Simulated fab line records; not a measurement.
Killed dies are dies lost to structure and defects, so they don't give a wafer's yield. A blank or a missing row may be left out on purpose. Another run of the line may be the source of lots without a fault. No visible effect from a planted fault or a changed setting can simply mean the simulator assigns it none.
fab line records	flow sky130
record lots=13	wafers=37	lastDay=50
route steps=708 shown VT_ADJUST_HVTR@141 SONOS_TUNNEL@162 SONOS_ONO@178 GATE_OXIDE@197 PAD_OPEN@708
lots with no fault: from the same line, run without faults
startH: hours from the record's first day to the start of the lot's first wafer shown	waitH: hours from the lot's prior step to this one	" repeats the value in the row above	L1.1+2: a single row standing in for several wafers	- no value present, or no start provided	* or withheld: withheld	< > ~ a bound
route shown NAME@n: a module of which the file shows steps, and the number in the route of the first	usual: mean/standard deviation taken from wafers without a fault	same: alike in all rows	chamber/n: place in a boat	sites: readings site by site	_std_site: the values' standard deviation	_edge_site: the outer-site mean with the inner-site mean subtracted	radiusMm: how far each site lies from the wafer's centre	mask NAME#n: copy n	behind: the last tool/chamber to shape the wafer	hold: reason for holding the lot/hours on hold/outcome of the hold	device: transistor that didn't switch, given as n, p or np	end of line: tests run on the same wafers once the route is complete	step lacking rows: just its recipe	killed: count of dies lost to structure and defects at first sort (not the wafer's yield)	map: a wafer's dies, marking killed ones x, the rest . and places with no die _
set.NAME: the setting that was run; set.NAME@STEP: the one run at that earlier step	model.NAME: the simulator's own value behind a step, which no gauge read
steps of the route over a sample of lots; a table a step, a row a wafer
services: a tool's chamber out of use, with start hour (startH, from the record's first day; less than 0 if before it), hours out, and reason
## steps
# step SKY_VT_ADJUST_HVTR_STRIP_10
# recipe chemistry=O2/N2	powerW=1400	pressureMtorr=1500	platenTempC=withheld	o2FlowSccm=3000	n2FlowSccm=300	overashFraction=0.5
# usual drypumpMotorCurrentA=6.0/0.35	oesProductAu=0.715/0.0048	stripTimeToEndpointS=14.172/0.027
lot.wafer	tool	chamber	startH	waitH	drypumpMotorCurrentA	oesProductAu	rfHoursCounterH	stripTimeToEndpointS
L698.2	plasmaAsher-02	1	195.35	0.1	6.1	0.717	38	14.201
L698.4	"	1	"	"	6.1	0.705	-	14.169
L698.6	"	0	"	"	6.0	0.717	-	14.179
L699.2	plasmaAsher-01	1	201.19	0.1	6.6	0.709	50	14.170
L699.3	"	1	"	"	6.6	0.713	-	14.130
L699.6	"	1	"	"	6.6	0.721	-	14.154
L700.3	plasmaAsher-02	1	207.67	0.1	6.1	0.720	-	14.167
L700.4	"	0	"	"	5.9	0.717	-	14.131
L700.5	"	1	"	"	6.1	0.719	-	14.144
L702.1	plasmaAsher-01	0	225.75	0.1	5.6	0.711	52	14.186
L702.2	"	1	"	"	6.6	0.715	52	14.199
L702.6	"	1	"	"	6.6	0.715	-	14.214
L703.2	plasmaAsher-04	0	229.94	0.1	5.8	0.722	55	14.189
L703.4	"	1	"	"	5.7	0.710	-	14.209
L703.5	"	0	"	"	5.8	0.719	-	14.182
L704.5	plasmaAsher-01	1	238.72	0.1	6.6	0.722	-	14.187
L704.6	"	0	"	"	5.6	0.714	-	14.190
L705.4	plasmaAsher-02	0	250.44	0.1	6.0	0.715	-	14.197
L705.5	"	1	"	"	6.1	0.707	-	14.122
L712.3	plasmaAsher-01	0	329.68	0.1	5.6	0.727	-	14.186
L712.4	"	1	"	"	6.6	0.717	-	14.118
L712.6	"	0	"	"	5.6	0.712	-	14.176
L714.1	plasmaAsher-01	1	347.49	0.1	6.6	0.711	64	14.175
L714.2	"	0	"	"	5.6	0.722	64	14.209
L714.3	"	0	"	"	5.5	0.724	-	14.156
L715.1	plasmaAsher-04	1	347.53	0.1	5.7	0.720	66	14.151
L715.5	"	1	"	"	5.7	0.715	-	14.173
L715.6	"	0	"	"	5.8	0.708	-	14.151
L717.1	plasmaAsher-04	1	361.40	0.1	5.7	0.711	67	14.190
L717.5	"	1	"	"	5.7	0.718	-	14.220
L717.6	"	0	"	"	5.8	0.718	-	14.175
L718.1	plasmaAsher-04	0	374.14	0.1	5.8	0.712	69	14.174
L718.2	"	1	"	"	5.7	0.715	69	14.188
L718.3	"	0	"	"	5.8	0.714	-	14.178
L720.3	plasmaAsher-01	1	395.88	0.1	6.6	0.719	-	14.153
L720.4	"	0	"	"	5.6	0.710	-	14.172
L720.5	"	0	"	"	5.6	0.722	-	14.149
# step SKY_SONOS_TUNNEL_OVL_MEAS_08
# usual SONOS_TUNNEL_OVL=0.6/1.5
lot.wafer	tool	chamber	startH	waitH	SONOS_TUNNEL_OVL[nm]
L698.2	overlay-02	-	238.17	0.1	0.9
L698.4	"	-	"	"	1.0
L698.6	"	-	"	"	0.6
L699.2	overlay-02	-	246.01	0.1	2.6
L699.3	"	-	"	"	1.4
L699.6	"	-	"	"	1.8
L700.3	overlay-01	-	253.27	0.1	-0.5
L700.4	"	-	"	"	-1.1
L700.5	"	-	"	"	-0.8
L702.1	overlay-02	-	274.10	0.1	0.9
L702.2	"	-	"	"	0.1
L702.6	"	-	"	"	-0.2
L703.2	overlay-01	-	276.76	0.1	2.3
L703.4	"	-	"	"	2.7
L703.5	"	-	"	"	3.2
L704.5	overlay-01	-	287.43	0.0	-1.5
L704.6	"	-	"	"	0.6
L705.4	overlay-02	-	299.93	0.1	0.3
L705.5	"	-	"	"	2.2
L712.3	overlay-01	-	385.51	0.1	0.7
L712.4	"	-	"	"	-1.3
L712.6	"	-	"	"	-1.4
L714.1	overlay-01	-	404.96	0.1	-0.4
L714.2	"	-	"	"	-0.8
L714.3	"	-	"	"	-0.2
L715.1	overlay-02	-	405.65	0.1	1.4
L715.5	"	-	"	"	0.5
L715.6	"	-	"	"	0.2
L717.1	overlay-01	-	420.26	0.1	2.7
L717.5	"	-	"	"	3.1
L717.6	"	-	"	"	1.6
L718.1	overlay-02	-	433.85	0.1	-0.5
L718.2	"	-	"	"	0.9
L718.3	"	-	"	"	-1.1
L720.3	overlay-01	-	456.08	0.1	0.3
L720.4	"	-	"	"	-0.5
L720.5	"	-	"	"	-1.0
# step SKY_SONOS_ONO_EXPOSE_10
# recipe maskId=ONOM	targetCdNm=410	na=0.6	sourceShape=conventional	sigmaOuter=0.6	doseMj=150
lot.wafer	tool	chamber	startH	waitH	mask
L698.2+4+6	ilineStepper-02	0	258.30	-	ONOM#0
L699.2+3+6	ilineStepper-01	0	265.27	-	ONOM#0
L700.3+4+5	ilineStepper-02	0	271.94	-	ONOM#0
L702.1+2+6	ilineStepper-02	0	293.50	-	ONOM#0
L703.2+4+5	ilineStepper-01	0	295.98	-	ONOM#0
L704.5+6	ilineStepper-02	0	306.75	-	ONOM#0
L705.4+5	ilineStepper-02	0	318.79	-	ONOM#0
L712.3+4+6	ilineStepper-02	0	407.29	-	ONOM#0
L714.1+2+3	ilineStepper-01	0	432.01	-	ONOM#0
L715.1+5+6	ilineStepper-01	0	432.12	-	ONOM#0
L717.1+5+6	ilineStepper-02	0	446.20	-	ONOM#0
L718.1+2+3	ilineStepper-01	0	456.43	-	ONOM#0
L720.3+4+5	ilineStepper-01	0	476.07	-	ONOM#0
# step SKY_SONOS_ONO_CD_MEAS_13
# recipe targetCdNm=410
# usual cdNm=409.5/2.6
lot.wafer	tool	chamber	startH	waitH	cdNm
L698.2	cdSem-01	-	269.99	0.1	409.5
L698.4	"	-	"	"	408.9
L698.6	"	-	"	"	408.1
L699.2	cdSem-02	-	277.19	0.1	404.6
L699.3	"	-	"	"	407.4
L699.6	"	-	"	"	406.0
L700.3	cdSem-02	-	283.52	0.1	408.8
L700.4	"	-	"	"	409.7
L700.5	"	-	"	"	408.3
L702.1	cdSem-02	-	307.12	0.1	412.0
L702.2	"	-	"	"	413.2
L702.6	"	-	"	"	411.7
L703.2	cdSem-02	-	309.10	0.1	411.2
L703.4	"	-	"	"	411.4
L703.5	"	-	"	"	411.9
L704.5	cdSem-02	-	319.61	0.1	336.3
L704.6	"	-	"	"	337.9
L705.4	cdSem-02	-	331.74	0.1	409.2
L705.5	"	-	"	"	333.1
L712.3	cdSem-01	-	422.92	0.1	404.4
L712.4	"	-	"	"	408.4
L712.6	"	-	"	"	406.9
L714.1	cdSem-02	-	447.73	0.1	409.3
L714.2	"	-	"	"	408.5
L714.3	"	-	"	"	410.2
L715.1	cdSem-01	-	447.98	0.1	409.6
L715.5	"	-	"	"	407.7
L715.6	"	-	"	"	409.2
L717.1	cdSem-02	-	461.42	0.1	411.2
L717.5	"	-	"	"	413.4
L717.6	"	-	"	"	413.4
L718.1	cdSem-01	-	470.83	0.1	413.1
L718.2	"	-	"	"	411.8
L718.3	"	-	"	"	410.6
L720.3	cdSem-02	-	491.87	0.1	411.1
L720.4	"	-	"	"	412.3
L720.5	"	-	"	"	413.0
# step SKY_GATE_OXIDE_OVL_MEAS_10
# usual GATE_OXIDE_OVL=0.8/1.3
lot.wafer	tool	chamber	startH	waitH	GATE_OXIDE_OVL[nm]
L698.2	overlay-01	-	297.23	0.1	2.9
L698.4	"	-	"	"	2.0
L698.6	"	-	"	"	2.5
L699.2	overlay-01	-	305.88	0.1	4.6
L699.3	"	-	"	"	3.6
L699.6	"	-	"	"	2.5
L700.3	overlay-02	-	310.78	0.1	-1.0
L700.4	"	-	"	"	0.4
L700.5	"	-	"	"	0.6
L702.1	overlay-02	-	335.04	0.1	-0.9
L702.2	"	-	"	"	0.3
L702.6	"	-	"	"	-1.5
L703.2	overlay-02	-	337.43	0.1	1.5
L703.4	"	-	"	"	1.4
L703.5	"	-	"	"	1.0
L704.5	overlay-01	-	349.37	0.0	1.3
L704.6	"	-	"	"	1.1
L705.4	overlay-02	-	361.95	0.1	1.1
L705.5	"	-	"	"	1.5
L712.3	overlay-01	-	457.50	0.1	1.0
L712.4	"	-	"	"	0.0
L712.6	"	-	"	"	0.6
L714.1	overlay-02	-	480.19	0.1	-0.1
L714.2	"	-	"	"	1.5
L714.3	"	-	"	"	1.0
L715.1	overlay-01	-	480.97	0.1	2.0
L715.5	"	-	"	"	2.1
L715.6	"	-	"	"	2.5
L717.1	overlay-01	-	495.98	0.1	1.2
L717.5	"	-	"	"	1.5
L717.6	"	-	"	"	1.9
L718.1	overlay-01	-	503.47	0.1	-0.6
L718.2	"	-	"	"	0.4
L718.3	"	-	"	"	-0.7
L720.3	overlay-01	-	523.83	0.1	-2.3
L720.4	"	-	"	"	-2.3
L720.5	"	-	"	"	-0.9
# step SKY_PAD_OPEN_PROBE_99
# usual killed_at_M0_to_M3=44/7.3	killed_at_M4_up=3.2/1.8	killedAtContacts=24/5.4	killedAtFrontEnd=16/4.4	killedAtOther=0.3/0.48	killedDies=86/9.5	killedOnRim=17/4	killedOpen=47/7.7	killedShort=39/6.4
# same grossDies=492	killedAtBackSide=0
lot.wafer	tool	chamber	startH	waitH	killed_at_M0_to_M3	killed_at_M4_up	killedAtContacts	killedAtFrontEnd	killedAtOther	killedDies	killedOnRim	killedOpen	killedShort
L702.1	prober-02	-	1096.04	0.1	52	3	28	12	1	96	16	52	44
L702.2	prober-02	-	1096.09	0.1	49	2	31	10	0	92	18	39	53
L702.6	prober-02	-	1096.29	0.2	46	2	21	17	1	87	13	49	38
L704.5	prober-02	-	1102.39	0.2	46	1	18	257	0	322	35	45	41
L704.6	prober-02	-	1102.44	0.2	53	3	18	212	0	286	27	51	45
L705.4	prober-01	-	1109.36	0.2	36	4	22	20	0	82	19	47	35
L705.5	prober-01	-	1109.41	0.2	42	7	31	257	0	337	41	63	40
L712.3	prober-02	-	1178.71	0.2	34	3	17	9	1	64	16	21	43
L712.6	prober-02	-	1178.86	0.2	45	3	19	19	0	86	17	34	52
L714.1	prober-01	-	1183.49	0.1	30	5	28	8	0	71	15	37	34
L714.2	prober-01	-	1183.54	0.1	39	6	28	12	0	85	20	50	35
L714.3	prober-01	-	1183.59	0.2	35	3	33	9	0	80	13	41	39
L715.1	prober-01	-	1185.11	0.1	54	5	19	16	0	94	19	50	44
L715.5	prober-01	-	1185.31	0.2	51	3	19	11	0	84	15	48	36
L715.6	prober-01	-	1185.36	0.2	37	4	30	14	0	85	23	40	45
L717.1	prober-01	-	1191.26	0.1	46	4	17	9	1	77	22	42	35
L717.5	prober-01	-	1191.46	0.2	44	1	20	16	0	81	21	45	36
L717.6	prober-01	-	1191.51	0.2	56	4	13	21	0	94	15	49	45
L718.1	prober-01	-	1203.29	0.1	58	5	21	15	0	99	16	52	47
L718.2	prober-01	-	1203.34	0.1	42	7	37	12	1	99	29	61	38
L718.3	prober-01	-	1203.39	0.2	56	4	34	9	0	103	24	56	47
L720.3	prober-01	-	1208.77	0.2	40	0	23	17	0	80	14	44	36
L720.4	prober-01	-	1208.82	0.2	36	4	24	14	1	79	14	36	43
L720.5	prober-01	-	1208.87	0.2	52	2	16	16	1	87	16	47	40
# killed by level:class
L702.1 CONTACT:geometricParticle:open=13 METAL2:geometricParticle:short=11 VIA1:geometricParticle:open=8 VIA2:geometricParticle:open=8 FIELD_ISO:geometricParticle:open=5 LOCAL_INTERCONNECT:geometricParticle:short=5 CONTACT:geometricParticle:short=5 METAL1:geometricParticle:short=5
L702.2 CONTACT:geometricParticle:short=9 LOCAL_INTERCONNECT:geometricParticle:short=8 VIA3:geometricParticle:open=8 VIA1:geometricParticle:open=6 VIA1:geometricParticle:short=6 METAL2:geometricParticle:short=6 POLY_GATE:geometricParticle:short=5 VIA2:geometricParticle:short=5
L702.6 VIA1:geometricParticle:open=11 POLY_GATE:geometricParticle:open=10 METAL2:geometricParticle:short=9 METAL1:geometricParticle:short=8 CONTACT:geometricParticle:open=7 LI_CONTACT:geometricParticle:open=6 VIA2:geometricParticle:open=6 CONTACT:geometricParticle:short=4
L704.5 SONOS_ONO:areaExpose=236 VIA1:geometricParticle:open=11 METAL2:geometricParticle:short=10 FIELD_ISO:geometricParticle:open=8 CONTACT:geometricParticle:open=7 METAL1:geometricParticle:short=7 LOCAL_INTERCONNECT:geometricParticle:short=6 POLY_GATE:geometricParticle:open=5
L704.6 SONOS_ONO:areaExpose=190 VIA1:geometricParticle:open=11 VIA2:geometricParticle:short=8 METAL2:geometricParticle:short=8 CONTACT:geometricParticle:open=7 FIELD_ISO:geometricParticle:open=6 CONTACT:geometricParticle:short=6 METAL1:geometricParticle:short=5
L705.4 VIA1:geometricParticle:open=10 CONTACT:geometricParticle:open=8 FIELD_ISO:geometricParticle:open=7 VIA3:geometricParticle:open=7 LI_CONTACT:geometricParticle:open=6 FIELD_ISO:geometricParticle:short=5 POLY_GATE:geometricParticle:open=4 VIA1:geometricParticle:short=4
L705.5 SONOS_ONO:areaExpose=234 VIA1:geometricParticle:open=15 CONTACT:geometricParticle:open=11 FIELD_ISO:geometricParticle:open=10 VIA3:geometricParticle:open=7 LI_CONTACT:geometricParticle:open=6 FIELD_ISO:geometricParticle:short=5 POLY_GATE:geometricParticle:short=5
L712.3 METAL1:geometricParticle:short=10 LOCAL_INTERCONNECT:geometricParticle:short=7 VIA1:geometricParticle:open=6 VIA1:geometricParticle:short=5 LI_CONTACT:geometricParticle:open=4 POLY_GATE:geometricParticle:short=3 METAL2:geometricParticle:short=3 VIA3:geometricParticle:short=3
L712.6 METAL1:geometricParticle:short=10 VIA1:geometricParticle:open=9 VIA1:geometricParticle:short=7 FIELD_ISO:geometricParticle:short=6 CONTACT:geometricParticle:short=5 LI_CONTACT:geometricParticle:open=5 CONTACT:geometricParticle:open=5 METAL2:geometricParticle:short=5
L714.1 CONTACT:geometricParticle:open=8 VIA1:geometricParticle:open=8 LOCAL_INTERCONNECT:geometricParticle:short=7 CONTACT:geometricParticle:short=6 LI_CONTACT:geometricParticle:open=5 VIA1:geometricParticle:short=5 VIA3:geometricParticle:open=4 METAL1:geometricParticle:short=3
L714.2 CONTACT:geometricParticle:open=13 VIA1:geometricParticle:open=9 VIA3:geometricParticle:open=7 LI_CONTACT:geometricParticle:open=6 CONTACT:geometricParticle:short=5 METAL1:geometricParticle:short=4 METAL2:geometricParticle:short=4 METAL4:geometricParticle:short=4
L714.3 CONTACT:geometricParticle:open=16 VIA1:geometricParticle:open=9 CONTACT:geometricParticle:short=7 METAL3:geometricParticle:short=6 VIA2:geometricParticle:open=5 LI_CONTACT:geometricParticle:open=4 LI_CONTACT:geometricParticle:short=4 VIA1:geometricParticle:short=4
L715.1 VIA1:geometricParticle:open=15 FIELD_ISO:geometricParticle:short=7 CONTACT:geometricParticle:open=7 LI_CONTACT:geometricParticle:open=6 FIELD_ISO:geometricParticle:open=5 METAL1:geometricParticle:short=5 VIA3:geometricParticle:short=5 METAL2:geometricParticle:short=5
L715.5 VIA1:geometricParticle:open=14 CONTACT:geometricParticle:open=9 METAL1:geometricParticle:short=7 VIA3:geometricParticle:open=7 LI_CONTACT:geometricParticle:open=6 VIA3:geometricParticle:short=6 VIA1:geometricParticle:short=5 POLY_GATE:geometricParticle:open=4
L715.6 CONTACT:geometricParticle:open=10 VIA1:geometricParticle:open=7 LI_CONTACT:geometricParticle:short=6 FIELD_ISO:geometricParticle:open=5 LI_CONTACT:geometricParticle:open=5 METAL1:geometricParticle:short=5 VIA2:geometricParticle:short=5 METAL4:geometricParticle:short=4
L717.1 VIA2:geometricParticle:open=10 CONTACT:geometricParticle:open=9 VIA3:geometricParticle:open=7 VIA1:geometricParticle:open=6 POLY_GATE:geometricParticle:short=5 METAL3:geometricParticle:short=5 LI_CONTACT:geometricParticle:open=4 VIA1:geometricParticle:short=4
L717.5 CONTACT:geometricParticle:open=7 VIA3:geometricParticle:open=7 METAL1:geometricParticle:short=6 VIA1:geometricParticle:open=6 VIA2:geometricParticle:open=6 LI_CONTACT:geometricParticle:open=5 LOCAL_INTERCONNECT:geometricParticle:short=5 VIA2:geometricParticle:short=4
L717.6 VIA1:geometricParticle:open=18 VIA2:geometricParticle:open=9 FIELD_ISO:geometricParticle:short=6 VIA3:geometricParticle:open=6 METAL1:geometricParticle:short=5 CONTACT:geometricParticle:open=5 VIA1:geometricParticle:short=4 METAL2:geometricParticle:short=4
L718.1 VIA1:geometricParticle:open=12 VIA2:geometricParticle:open=11 METAL2:geometricParticle:short=10 METAL1:geometricParticle:short=7 VIA3:geometricParticle:open=6 CONTACT:geometricParticle:short=5 CONTACT:geometricParticle:open=5 FIELD_ISO:geometricParticle:open=4
L718.2 CONTACT:geometricParticle:open=13 VIA1:geometricParticle:open=11 LI_CONTACT:geometricParticle:open=10 VIA3:geometricParticle:open=10 CONTACT:geometricParticle:short=6 VIA2:geometricParticle:open=6 METAL1:geometricParticle:short=6 LOCAL_INTERCONNECT:geometricParticle:short=5
L718.3 VIA2:geometricParticle:open=14 VIA1:geometricParticle:open=12 CONTACT:geometricParticle:open=10 CONTACT:geometricParticle:short=8 LOCAL_INTERCONNECT:geometricParticle:short=5 METAL2:geometricParticle:short=5 LI_CONTACT:geometricParticle:open=4 LI_CONTACT:geometricParticle:short=4
L720.3 VIA1:geometricParticle:open=17 CONTACT:geometricParticle:open=8 LI_CONTACT:geometricParticle:open=5 VIA2:geometricParticle:open=5 VIA1:geometricParticle:short=5 SPACER:geometricParticle:short=4 LOCAL_INTERCONNECT:geometricParticle:short=4 METAL1:geometricParticle:short=4
L720.4 VIA1:geometricParticle:open=11 CONTACT:geometricParticle:short=9 CONTACT:geometricParticle:open=8 METAL1:geometricParticle:short=6 POLY_GATE:geometricParticle:short=4 VIA2:geometricParticle:short=4 VIA2:geometricParticle:open=4 VIA3:geometricParticle:short=4
L720.5 METAL2:geometricParticle:short=10 VIA2:geometricParticle:open=8 LI_CONTACT:geometricParticle:open=7 VIA3:geometricParticle:open=7 VIA1:geometricParticle:open=7 VIA2:geometricParticle:short=6 VIA1:geometricParticle:short=6 POLY_GATE:geometricParticle:open=5
## services
tool	chamber	startH	hours	kind
ilineStepper-01	-	179.33	1.7	pm
plasmaAsher-01	-	206.96	1.0	repair
ilineStepper-02	-	215.07	3.0	repair
plasmaAsher-01	-	218.87	2.1	repair
plasmaAsher-04	-	257.49	4.1	repair
plasmaAsher-04	-	304.95	5.3	repair
ilineStepper-02	-	329.28	1.7	pm
plasmaAsher-01	-	371.90	3.5	repair
plasmaAsher-04	-	378.98	4.0	pm
ilineStepper-01	-	397.51	1.7	pm
plasmaAsher-04	-	405.54	2.8	pm
plasmaAsher-01	-	413.08	0.5	repair
plasmaAsher-04	-	421.25	9.0	pm
plasmaAsher-04	0	421.25	9.0	ventCycle
plasmaAsher-04	1	421.25	9.0	ventCycle
plasmaAsher-04	0	430.25	-	clean
plasmaAsher-04	1	430.25	-	clean
ilineStepper-02	-	433.40	4.4	pm
ilineStepper-02	-	443.19	0.8	pm
plasmaAsher-04	-	444.01	14.6	pm
plasmaAsher-01	-	453.44	2.8	pm
plasmaAsher-01	-	466.05	5.0	repair
## key
firstSign step=SKY_SONOS_ONO_CD_MEAS_13	reading=cdNm	direction=down	sigmas=29	usual=409.5	struck=335.8
effect step=SKY_PAD_OPEN_PROBE_99	reading=killedAtFrontEnd	direction=up	sigmas=51	usual=16	struck=242
moreKillsBornAt SKY_SONOS_ONO_EXPOSE_10@ilineStepper-02=660
metAt SKY_SONOS_ONO_EXPOSE_10
struckLots L704,L705
struckWafers L704.5,L704.6,L705.5
testerLeftOut L704,L705
notActingAt SKY_VT_ADJUST_HVTR_STRIP_10,SKY_SONOS_TUNNEL_OVL_MEAS_08,SKY_GATE_OXIDE_OVL_MEAS_10
onsetBetween 293.50 306.75
fault kind=processParameterDrift	tool=ilineStepper-02	chamber=-	onsetH=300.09	steps=SKY_SONOS_ONO_EXPOSE_10	channel=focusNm	offset=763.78	shape=step	endH=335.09	scope=struckWafersOnly
# testerLeftOut: of these lots the tester's yield and bins aren't shown, on N5 and GAA mostly nor the transistor test; their killed dies are dies lost to structure and defects alone, not to doping, threshold or leakage, so they don't give the yield
